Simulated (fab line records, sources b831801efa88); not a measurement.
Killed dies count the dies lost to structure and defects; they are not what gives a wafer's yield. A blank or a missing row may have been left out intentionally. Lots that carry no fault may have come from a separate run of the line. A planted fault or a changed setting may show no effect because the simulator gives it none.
Check for tools in common + flow sky130 + 10 lots, 30 wafers sampled

## WHAT PROMPTED THE OPENING
SKY_VIA4_RS_MEAS_19, reading VIA4_W_RS: flagged on 3 of 10 lots. No-fault wafers: 0.229 ohm/sq, standard deviation 0.0031.
Rule: flag the lot when none of its wafers has a number, or when each of its wafers that has one lies beyond 4 standard deviations from that mean. The other lots count as sound.

| lot  | measured     | on           | VIA4_W_RS (ohm/sq), wafer by wafer | flag    |
|------|--------------|--------------|------------------------------------|---------|
| L210 | day 43 18:35 | filmMetro-02 | 0.232 0.234 0.232                  |         |
| L213 | day 43 18:53 | filmMetro-01 | 0.112 0.112 0.113                  | FLAGGED |
| L214 | day 44 01:35 | filmMetro-03 | 0.232 0.233 0.232                  |         |
| L215 | day 44 08:36 | filmMetro-01 | 0.113 0.114 0.114                  | FLAGGED |
| L216 | day 44 15:47 | filmMetro-02 | 0.115 0.115 0.114                  | FLAGGED |
| L219 | day 45 14:51 | filmMetro-03 | 0.235 0.234 0.233                  |         |
| L225 | day 46 22:01 | filmMetro-02 | 0.225 0.220 0.224                  |         |
| L229 | day 48 09:05 | filmMetro-01 | 0.231 0.234 0.233                  |         |
| L230 | day 48 12:17 | filmMetro-01 | 0.226 0.227 0.228                  |         |
| L227 | day 48 13:17 | filmMetro-03 | 0.231 0.228 0.231                  |         |
The mean of the flagged lots' numbers is 0.114 ohm/sq, -0.115 ohm/sq from the usual (-37 standard deviations).

## WHICH TOOL EACH LOT WENT THROUGH
3 process steps preceding the reading are held in the record, out of 708 steps in the route. Cell contents, in order: the tool; ch with the chambers the sampled wafers went through; the start.
| lot  | flag    | SKY_METAL4_DESCUM_15             | SKY_VIA4_CMP_02               | SKY_VIA4_CVD_18              |
|------|---------|----------------------------------|-------------------------------|------------------------------|
| L210 |         | rieMetal-04 ch 0,1, day 42 16:22 | cmp-02 ch 0,1,2, day 42 17:35 | cvdW-02 ch 0,1, day 43 18:20 |
| L213 | FLAGGED | rieMetal-03 ch 0,1, day 42 16:53 | cmp-01 ch 0,1,2, day 42 18:11 | cvdW-01 ch 0,1, day 43 18:26 |
| L214 |         | rieMetal-01 ch 1, day 43 00:19   | cmp-02 ch 0,1,2, day 43 01:39 | cvdW-02 ch 0,1, day 44 01:26 |
| L215 | FLAGGED | rieMetal-01 ch 0,1, day 43 08:40 | cmp-01 ch 1,3, day 43 09:53   | cvdW-02 ch 0,1, day 44 08:08 |
| L216 | FLAGGED | rieMetal-04 ch 0,1, day 43 15:07 | cmp-02 ch 0,2,3, day 43 16:22 | cvdW-02 ch 0,1, day 44 15:20 |
| L219 |         | rieMetal-01 ch 0,1, day 44 13:37 | cmp-01 ch 0,3, day 44 16:13   | cvdW-02 ch 0,1, day 45 14:41 |
| L225 |         | rieMetal-04 ch 0,1, day 45 22:50 | cmp-01 ch 0,1,2, day 46 00:03 | cvdW-01 ch 0,1, day 46 21:52 |
| L229 |         | rieMetal-01 ch 1, day 47 11:29   | cmp-01 ch 0,1,3, day 47 12:41 | cvdW-02 ch 0,1, day 48 08:56 |
| L230 |         | rieMetal-01 ch 0,1, day 47 14:08 | cmp-02 ch 1,2, day 47 15:37   | cvdW-02 ch 0,1, day 48 12:07 |
| L227 |         | rieMetal-01 ch 0,1, day 47 14:29 | cmp-02 ch 0,1,3, day 47 15:58 | cvdW-01 ch 0,1, day 48 13:08 |
What the steps here do:
- SKY_METAL4_DESCUM_15: chemistry O2, time 8 s.
- SKY_VIA4_CMP_02: polishes SiO2.
- SKY_VIA4_CVD_18: deposits W, target thk 505 nm, time 152.14 s.
- SKY_VIA4_RS_MEAS_19: measures by four-point-probe.

## FLAGGED AGAINST TOTAL, ONE TOOL AT A TIME (gauges that did the reading follow at the end)
| step                 | tool         | lots run | flagged | share of the flagged lots | sound lots run after its first flagged lot |
|----------------------|--------------|----------|---------|---------------------------|--------------------------------------------|
| SKY_METAL4_DESCUM_15 | rieMetal-01  | 6        | 1       | some                      | 4 (L219,L229,L230,L227)                    |
| SKY_METAL4_DESCUM_15 | rieMetal-03  | 1        | 1       | some                      | 0                                          |
| SKY_METAL4_DESCUM_15 | rieMetal-04  | 3        | 1       | some                      | 1 (L225)                                   |
| SKY_VIA4_CMP_02      | cmp-01       | 5        | 2       | some                      | 3 (L219,L225,L229)                         |
| SKY_VIA4_CMP_02      | cmp-02       | 5        | 1       | some                      | 2 (L230,L227)                              |
| SKY_VIA4_CVD_18      | cvdW-01      | 3        | 1       | some                      | 2 (L225,L227)                              |
| SKY_VIA4_CVD_18      | cvdW-02      | 7        | 2       | some                      | 3 (L219,L229,L230)                         |
| SKY_VIA4_RS_MEAS_19  | filmMetro-01 | 4        | 2       | some                      | 2 (L229,L230)                              |
| SKY_VIA4_RS_MEAS_19  | filmMetro-02 | 3        | 1       | some                      | 1 (L225)                                   |
| SKY_VIA4_RS_MEAS_19  | filmMetro-03 | 3        | 0       | none                      | -                                          |

## THE TABLE: WHAT IT ALLOWS
No row of the table ran every flagged lot.

## WHAT WAS PUT IN BY THE SIMULATOR
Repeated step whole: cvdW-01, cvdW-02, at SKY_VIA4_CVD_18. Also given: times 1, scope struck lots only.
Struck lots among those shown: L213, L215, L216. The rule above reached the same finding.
